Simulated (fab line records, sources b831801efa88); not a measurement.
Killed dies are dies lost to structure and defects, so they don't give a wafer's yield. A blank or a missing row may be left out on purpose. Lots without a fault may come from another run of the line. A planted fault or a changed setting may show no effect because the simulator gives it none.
Which tool did it? | flow sky130 | 12 lots, 35 wafers sampled, at 6 steps of a route of 708

WHAT THE GAUGES READ, wafer by wafer
SKY_POLY_GATE_THK_MEAS_01. Usual: POLY_GATE_CVD_00_THK 180.2 nm, standard deviation 1.6.
lot  | measured     | on            | POLY_GATE_CVD_00_THK (nm) | flag
L727 | day 14 16:05 | film_metro-04 | 181.8 180.3 181.0         |
L728 | day 14 21:50 | film_metro-04 | 178.0 178.0 178.5         |
L729 | day 15 01:51 | film_metro-02 | 177.5 178.3 179.3         |
L731 | day 16 02:27 | film_metro-02 | 178.7 179.3 178.9         |
L732 | day 16 10:52 | film_metro-04 | 179.3 177.4 179.9         |
L733 | day 16 12:06 | film_metro-03 | 181.9 180.1 181.7         |
L736 | day 18 14:26 | film_metro-03 | 182.7 180.4 180.7         |
L737 | day 18 18:22 | film_metro-03 | 177.9 178.3 178.8         |
L739 | day 19 06:26 | film_metro-04 | 181.6 179.4               |
L744 | day 20 20:15 | film_metro-03 | 181.3 181.1 180.2         |
L745 | day 20 21:26 | film_metro-04 | 181.9 181.1 180.6         |
L748 | day 22 00:02 | film_metro-04 | 179.6 179.4 178.7         |

SKY_LDD_P_CD_MEAS_07: target cd 380 nm. Usual: cd_nm 380.9 nm, standard deviation 2.8.
lot  | measured     | on        | cd_nm (nm)        | flag
L727 | day 19 16:36 | cd_sem-02 | 379.4 382.4 380.3 |
L728 | day 20 02:06 | cd_sem-02 | 382.4 381.2 382.1 |
L729 | day 20 05:40 | cd_sem-01 | 382.6 380.8 383.1 |
L731 | day 21 08:49 | cd_sem-02 | 382.7 382.1 381.1 |
L732 | day 21 18:31 | cd_sem-01 | 379.8 384.1 384.4 |
L733 | day 21 19:56 | cd_sem-02 | 376.4 377.2 376.4 |
L736 | day 23 20:43 | cd_sem-02 | 378.3 379.4 379.4 |
L737 | day 24 02:09 | cd_sem-02 | 381.8 382.7 384.8 |
L739 | day 24 16:13 | cd_sem-01 | 377.6 -           |
L744 | day 26 00:46 | cd_sem-01 | 381.4 - 381.4     |
L745 | day 26 02:02 | cd_sem-01 | 379.7 380.3 383.7 |
L748 | day 27 04:40 | cd_sem-02 | 382.8 382.5 381.7 |

SKY_LDD_P_OVL_MEAS_08. Usual: LDD_P_OVL -1.1 nm, standard deviation 1.2.
lot  | measured     | on         | LDD_P_OVL (nm) | flag
L727 | day 19 16:41 | overlay-02 | -1.8 -2.1 -1.1 |
L728 | day 20 02:13 | overlay-01 | -1.9 -1.5 -0.9 |
L729 | day 20 05:47 | overlay-01 | -2.3 -2.4 -1.9 |
L731 | day 21 08:56 | overlay-02 | 0.0 -0.5 -0.9  |
L732 | day 21 18:37 | overlay-01 | -1.7 -3.1 -1.5 |
L733 | day 21 20:02 | overlay-01 | -1.4 -2.4 -0.2 |
L736 | day 23 20:50 | overlay-01 | -3.1 -3.4 -2.6 |
L737 | day 24 02:16 | overlay-01 | -1.1 -1.2 -2.2 |
L739 | day 24 16:20 | overlay-02 | -0.2 -         |
L744 | day 26 00:53 | overlay-01 | 1.2 - 0.2      |
L745 | day 26 02:10 | overlay-01 | -2.8 -3.3 -1.4 |
L748 | day 27 04:46 | overlay-01 | -2.2 -1.2 -0.5 |

SKY_LDD_P_TW_MEAS_11. Usual: LDD_P_TW 636.3, standard deviation 2.9.
lot  | measured     | on            | LDD_P_TW          | flag
L727 | day 19 16:59 | film_metro-01 | 641.5 640.7 645.9 |
L728 | day 20 02:40 | film_metro-04 | 635.4 635.3 636.8 |
L729 | day 20 06:04 | film_metro-01 | 640.2 639.5 638.8 |
L731 | day 21 09:13 | film_metro-03 | 636.2 638.9 634.9 |
L732 | day 21 18:54 | film_metro-01 | 639.8 635.2 633.3 |
L733 | day 21 20:20 | film_metro-01 | 635.0 635.0 633.6 |
L736 | day 23 21:07 | film_metro-04 | 629.9 635.1 633.6 |
L737 | day 24 02:34 | film_metro-01 | 634.7 633.7 637.1 |
L739 | day 24 16:37 | film_metro-03 | 641.0 30.2        | OFF
L744 | day 26 01:10 | film_metro-04 | 637.0 29.8 634.4  | OFF
L745 | day 26 02:26 | film_metro-04 | 636.0 634.6 636.3 |
L748 | day 27 05:03 | film_metro-03 | 640.8 640.0 637.2 |

SKY_LDD_HVN_OVL_MEAS_07. Usual: LDD_HVN_OVL -0.2 nm, standard deviation 1.4.
lot  | measured     | on         | LDD_HVN_OVL (nm) | flag
L727 | day 21 00:07 | overlay-01 | 0.5 -1.3 -1.5    |
L728 | day 21 09:17 | overlay-02 | -0.2 1.9 0.1     |
L729 | day 21 13:05 | overlay-02 | -1.7 -2.2 0.3    |
L731 | day 22 15:20 | overlay-01 | 1.7 2.8 2.2      |
L732 | day 23 01:20 | overlay-02 | -0.6 1.4 0.6     |
L733 | day 23 02:49 | overlay-01 | 0.4 1.0 0.0      |
L736 | day 25 03:08 | overlay-02 | 0.0 -2.4 -0.6    |
L737 | day 25 07:50 | overlay-01 | -0.6 -1.4 -0.3   |
L739 | day 25 22:44 | overlay-01 | -1.7 -2.2        |
L744 | day 27 05:49 | overlay-02 | -0.5 2.6 -1.6    |
L745 | day 27 07:23 | overlay-02 | -1.3 -1.0 0.1    |
L748 | day 28 08:49 | overlay-02 | -1.0 0.8 1.9     |

WHICH TOOL RAN EACH LOT (tool, then ch and the chambers of the sampled wafers, then the start)
lot  | SKY_LDD_P_DEVELOP_06
L727 | litho_track-03 ch 0, day 19 16:28
L728 | litho_track-01 ch 0, day 20 01:57
L729 | litho_track-01 ch 0, day 20 05:32
L731 | litho_track-01 ch 0, day 21 08:41
L732 | litho_track-03 ch 0, day 21 18:22
L733 | litho_track-02 ch 0, day 21 19:47
L736 | litho_track-01 ch 0, day 23 20:35
L737 | litho_track-01 ch 0, day 24 02:00
L739 | litho_track-01 ch 0, day 24 16:05
L744 | litho_track-01 ch 0, day 26 00:38
L745 | litho_track-03 ch 0, day 26 01:53
L748 | litho_track-03 ch 0, day 27 04:31
- SKY_LDD_P_DEVELOP_06: develop time 60 s.

WHAT THE TOOLS THEMSELVES READ (means of the sampled wafers that have a number; where no wafer has one, the mark that the record gives instead)
The record holds no such reading with a usual standard deviation.

THE ANSWER, worked out from the rows above alone
Rule: a lot is off if the mean of its wafers that have a number lies more than 3 standard deviations from the usual mean. A lot without any number at a reading at which 4 lots or more have one is off too. The other lots that the step has rows for count as sound. The gauges are gone through in route order, then the tools' own readings, and for those a lot's mean is taken as printed above. The first step at which some lot is off is used, and at that step the reading that is off furthest; a lot without a number counts as furthest.
Off: L739, L744, at SKY_LDD_P_TW_MEAS_11 (LDD_P_TW).
A tool fits if, at a process step before that reading, it ran every lot that is off, and no sound lot after the first of them. The gauges at SKY_LDD_P_TW_MEAS_11 are tried like those tools. One fits: litho_track-01 at SKY_LDD_P_DEVELOP_06. Its last sound lot is L737 (day 24 02:00), its first lot that is off L739 (day 24 16:05): a fault that began between those two fits.

WHAT THE SIMULATOR HAD PUT IN
Process parameter drift: litho_track-01, from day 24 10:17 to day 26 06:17, at SKY_LDD_P_DEVELOP_06. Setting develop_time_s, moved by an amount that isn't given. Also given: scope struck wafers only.
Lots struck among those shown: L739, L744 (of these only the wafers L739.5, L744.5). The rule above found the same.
